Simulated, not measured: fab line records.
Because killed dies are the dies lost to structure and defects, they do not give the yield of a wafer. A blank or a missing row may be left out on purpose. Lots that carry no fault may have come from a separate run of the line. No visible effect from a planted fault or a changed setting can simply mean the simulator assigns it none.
Problem report in the 8D (eight disciplines) form, filled by code + flow sky130 + the parts of the form that need people (team, actions taken, sign-off) are left out

1. THE PROBLEM
Wafers without a fault read 6.53 s, standard deviation 0.13; strip_time_to_endpoint_s at SKY_METAL4_STRIP_19 reads a mean of 7.46 s on 6 wafers belonging to 2 lots. Measured from the usual mean, that is +7.1 standard deviations.
The step: strips in O2/N2.
First observed at day 44 20:04: wafer L699.1, on plasma_asher-01. The record holds 42 wafers of 14 lots with a number at this step. By rule, "out" or "out of limits" means more than 4 standard deviations away from the usual mean. Any other wafer with a number is counted as sound.

2. WHAT THIS IS AND IS NOT
| question                    | is                                       | is not                                                                                                   |
|-----------------------------|------------------------------------------|----------------------------------------------------------------------------------------------------------|
| which readings at this step | strip_time_to_endpoint_s, oes_product_au | drypump_motor_current_A                                                                                  |
| which lots                  | L699, L700                               | L689, L690, L691, L692, L693, L703, L705, L706, L708, L709, L710, L712                                   |
| which wafers of those lots  | all that have a number                   | -                                                                                                        |
| read on which tools         | plasma_asher-01, plasma_asher-02         | plasma_asher-03                                                                                          |
| when                        | from day 44 20:04                        | up to then (15 sound wafers); but 21 sound wafers of L703, L705, L706, L708, L709, L710, L712 came after |

3. THE SUSPECTS, EACH WITH WHAT RULES IT OUT
Counting: a tool at a process step up to the reading stays a suspect if it ran every lot that is out and no sound lot after the first of them.
- litho_track-01 at SKY_METAL4_COAT_08 (resist thk 1140 nm): kept. It processed each lot that is out, first L699 at day 44 07:00, and no sound lot thereafter; up to then, the last sound lot it processed was L692 at day 42 13:00.
Remaining after the count: litho_track-01 at SKY_METAL4_COAT_08.

4. THE CAUSE (what the simulator had put in)
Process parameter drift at SKY_METAL4_COAT_08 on litho_track-01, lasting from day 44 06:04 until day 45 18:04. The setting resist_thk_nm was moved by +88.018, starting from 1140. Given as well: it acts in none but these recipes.
After counting, this tool was the only one left.

5. THE CHAIN OF EFFECTS, in route order
Each row: a reading where the mean over the struck wafers with a number is more than 3 standard deviations away from the usual. Only readings whose record carries a usual standard deviation are examined. hours: median over the lots of the time between each lot's start at the first step of this table that gives one and its start at this step. sigmas: the change, counted in usual standard deviations.
| hours | step                | reading                  | usual      | on struck wafers | change | sigmas |
|-------|---------------------|--------------------------|------------|------------------|--------|--------|
| 0     | SKY_METAL4_STRIP_19 | oes_product_au           | 0.502 a.u. | 0.542            | +0.040 | +5.7   |
| 0     | SKY_METAL4_STRIP_19 | strip_time_to_endpoint_s | 6.53 s     | 7.46             | +0.93  | +7.1   |
Its process steps:
- SKY_METAL4_STRIP_19: strips in O2/N2.

6. HOW IT WOULD HAVE BEEN CAUGHT EARLIER
The fault began at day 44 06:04; the first out-of-limits reading in this record came at day 44 20:04, 14 hours later.
An alarm limit of 4 standard deviations would not have fired on the tool readings at SKY_METAL4_COAT_08 for which the record gives a usual standard deviation, since none of them was out on any struck wafer.
By day 44 20:04 the whole set of lots that are out, 2 in number, had already begun SKY_METAL4_COAT_08 on litho_track-01. Holding the tool at that point would not have protected any of them.
